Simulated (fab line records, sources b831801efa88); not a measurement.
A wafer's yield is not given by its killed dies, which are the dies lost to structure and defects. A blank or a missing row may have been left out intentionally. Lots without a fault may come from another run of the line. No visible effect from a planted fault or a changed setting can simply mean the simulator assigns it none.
Chamber matching	flow gf180mcu	4 sister chambers for GF_SAB_ETCH_11 on rie-diel-01
The step etches SiO2 in C4F8/O2/Ar, target depth 55 nm, time 8.5 s. 8 wafers are shown with their chamber, then 7 later ones without.

EACH WAFER AND ITS CHAMBER
wafer	chamber	oes-product-au (a.u.)	rf-fwd-power-W (W)
L980.6	3	1.010	1476
L985.1	1	0.989	1463
L985.6	3	1.013	1467
L991.3	0	1.005	1477
L991.4	2	0.980	1478
L991.5	1	0.992	1459
L993.2	2	0.986	1481
L993.4	0	1.005	1468

WAFERS WITH NO CHAMBER GIVEN
wafer	oes-product-au (a.u.)	rf-fwd-power-W (W)
L993.6	0.991	1482
L102.1	1.002	1462
L102.3	0.987	1470
L102.5	0.992	1473
L103.3	1.013	1471
L103.4	1.025	1466
L103.6	1.004	1479

WHICH CHAMBER EACH WENT THROUGH
wafer	from the rows above	in truth
L993.6	can't be placed: 2 or 1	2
L102.1	can't be placed: 0 or 3 or 1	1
L102.3	can't be placed: 1 or 2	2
L102.5	can't be placed: 1 or 2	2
L103.3	3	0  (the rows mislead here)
L103.4	3	3
L103.6	can't be placed: 0 or 3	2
Correctly placed: 1 of 7. Unplaceable from these rows: 5, with the true chamber sitting among the candidates in 4. Wrongly placed: 1.
How it was worked out, from the rows above alone: a wafer's distance from a chamber is the root of the sum, over the readings, of the square of ((its reading less the chamber's mean) divided by the reading's scatter). If the next closest chamber is less than 2 further off than the closest, the wafer can't be placed; otherwise it belongs to the closest. A chamber's mean is the mean of its shown wafers. The scatter is the square root of a quotient: the sum, over the shown wafers, of each reading's squared deviation from its chamber's mean, divided by wafers minus chambers.
